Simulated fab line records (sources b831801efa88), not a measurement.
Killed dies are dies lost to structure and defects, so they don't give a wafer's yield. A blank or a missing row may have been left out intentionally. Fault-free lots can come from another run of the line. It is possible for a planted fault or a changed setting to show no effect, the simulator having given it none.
A struck lot beside a sound one	flow sky130	14 steps out of a route of 708
Sound: these wafers, L165.1, L165.3, L165.5. Wafers struck: L178.1, L178.3, L178.6. The cause is named last.
Per side, at each step with rows, come the tool, then ch with its chambers, and then its first start. Under that, the readings that differ: sound wafers	struck wafers	difference of the means	sigmas: that difference in standard deviations of wafers without a fault.
alike: readings whose means differ by less than 2 such deviations, and words and numbers that are the same on both sides. not compared: withheld readings, readings that some wafer has no value for, bounds like >300 that may hide the same value, and numbers for which the record gives no deviation and whose values overlap.
A row with sigmas, a row that says differs or no value, or rows on one side alone: a step with any of these is where the two part. Numbers that have no deviation but don't overlap get no sigmas and don't part them. A reading missing from all wafers of one side parts the sides only when that side holds two or more wafers.

first, 5 steps without rows for these wafers: SKY_LDD_N_COAT_02 (resist thk 300 nm); SKY_LDD_N_SOFTBAKE_03 (time 60 s); SKY_LDD_N_EXPOSE_04 (exposes mask NTM, target cd 840 nm); SKY_LDD_N_PEB_05; SKY_LDD_N_DEVELOP_06 (develop time 60 s).
SKY_LDD_N_OVL_MEAS_07:
  sound on overlay-01 at day 19 16:40; struck on overlay-01 at day 24 15:10
  alike: LDD_N_OVL
then, 6 steps without rows for these wafers: SKY_LDD_N_IMPLANT_08; SKY_LDD_N_IMPLANT_09; SKY_LDD_N_IMPLANT_10; SKY_LDD_N_IMPLANT_11; SKY_LDD_N_IMPLANT_12; SKY_LDD_N_IMPLANT_13.
SKY_LDD_N_IMPLANT_14:
  sound on implanter-02 ch 0, day 19 17:36; struck on implanter-01, day 24 16:07
  no value came back on the struck wafers for beamEnergyKeV, beamOnS (s), endStationPressureTorr (Torr); on the sound wafers beamEnergyKeV reads 49.995 49.988 50.022
after that, 1 step had no rows for these wafers: SKY_LDD_N_IMPLANT_15.

== WHERE THEY PART ==
At SKY_LDD_N_IMPLANT_14 and nowhere else, as far as this record goes.

WHY: whatever the simulator had introduced
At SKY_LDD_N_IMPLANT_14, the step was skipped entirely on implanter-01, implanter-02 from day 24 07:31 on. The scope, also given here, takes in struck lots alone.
